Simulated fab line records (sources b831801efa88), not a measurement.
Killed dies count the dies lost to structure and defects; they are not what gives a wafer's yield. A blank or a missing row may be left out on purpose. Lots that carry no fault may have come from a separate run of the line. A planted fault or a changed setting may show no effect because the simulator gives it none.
A struck lot beside a sound one + flow gf180mcu + 15 steps out of a route of 602
Sound: the wafers L818.4, L818.5, L818.6. Struck: wafers L829.1, L829.2, L829.6. Last of all comes the cause.
Order at every step that has rows: each side's tool, ch and its chambers, its first start. Under that, the readings that differ: sound wafers + struck wafers + difference of the means + sigmas: that difference in standard deviations of wafers without a fault.
alike: a reading whose means differ by less than 2 such deviations, as well as words and numbers matching on both sides. not compared: withheld readings; readings where some wafer has no value; bounds like >300 that might hide an equal value; numbers whose values overlap and for which the record gives no deviation.
A row with sigmas, a row that says differs or no value, or rows on one side alone: a step with any of these is where the two part. When numbers do not overlap yet have no deviation, they are printed without sigmas and do not part them. Lack of a reading on every wafer of one side parts them only where that side has two or more wafers.

GF_M2_SPUTTER_04: material TiN, target thk 50 nm, time 41.7 s.
  sound: pvd_sputter-03 at day 19 14:57; struck: pvd_sputter-01 at day 23 12:43
  alike: throttle_valve_pct
GF_M2_RS_MEAS_05: measurement is done with a four-point probe.
  sound: film_metro-02 at day 19 15:03; struck: film_metro-02 at day 23 12:46
  alike: M2_ALCU_RS
GF_M2_THK_MEAS_06: measures by xrf.
  sound: film_metro-02 at day 19 15:08; struck: film_metro-02 at day 23 12:53
  alike: M2_ALCU_THK
then, 7 steps without rows for these wafers: GF_M2_DEHYDRATE_07 (time 60 s); GF_M2_HMDS_08 (prime time 60 s); GF_M2_COAT_09 (resist thk 1000 nm); GF_M2_SOFTBAKE_10 (time 60 s); GF_M2_EXPOSE_11 (exposes mask Metal2, target cd 280 nm); GF_M2_PEB_12 (peb time 90 s); GF_M2_DEVELOP_13 (develop time 60 s).
GF_M2_CD_MEAS_14 targets a cd of 280 nm.
  sound: cd_sem-01 at day 20 14:39; struck: cd_sem-01 at day 24 10:31
  alike: cd_nm
GF_M2_OVL_MEAS_15:
  sound: overlay-02 at day 20 14:43; struck: overlay-02 at day 24 10:38
  alike: M2_OVL
GF_M2_METAL_ETCH_16: etches the open film in Cl2/BCl3, stops on SiO2, target depth 627.5 nm, time 104.6 s.
  sound on rie_metal-03 ch 0,1, day 20 14:47; struck on rie_metal-03 ch 0,1, day 24 10:40
  no value came back on the struck wafers for any of 6 readings (bcl3_flow_sccm (sccm), bias_w (W) and others); on the sound wafers bcl3_flow_sccm (sccm) reads 39.91 40.11 40.01
| reading                             | sound           | struck          | difference | sigmas |
|-------------------------------------|-----------------|-----------------|------------|--------|
| model.KrF_of_M2_COAT_09.thk_nm (nm) | 733.2 728.5 733 | 983.6 987.6 985 | +253.8     |        |
  not compared: rf_hours_counter_h
GF_M2_STRIP_17: strips in O2/N2.
  sound on plasma_asher-01 ch 0,1, day 20 14:53; struck on plasma_asher-01 ch 0,1, day 24 10:47
| reading                      | sound             | struck            | difference | sigmas |
|------------------------------|-------------------|-------------------|------------|--------|
| oes_product_au (a.u.)        | 0.566 0.553 0.556 | 0.656 0.664 0.658 | +0.101     | +21    |
| strip_time_to_endpoint_s (s) | 7.84 7.82 7.86    | 10.18 10.22 10.21 | +2.36      | +62    |
  alike: drypump_motor_current_A, heater_power_w
  not compared: rf_hours_counter_h
then, 1 step without rows for these wafers: GF_M2_STRIP_18 (strips in post etch residue remover, time 1200 s).

WHERE THEY PART
At GF_M2_METAL_ETCH_16 first; at GF_M2_STRIP_17 last (within this record only).

WHY: what the simulator had put in
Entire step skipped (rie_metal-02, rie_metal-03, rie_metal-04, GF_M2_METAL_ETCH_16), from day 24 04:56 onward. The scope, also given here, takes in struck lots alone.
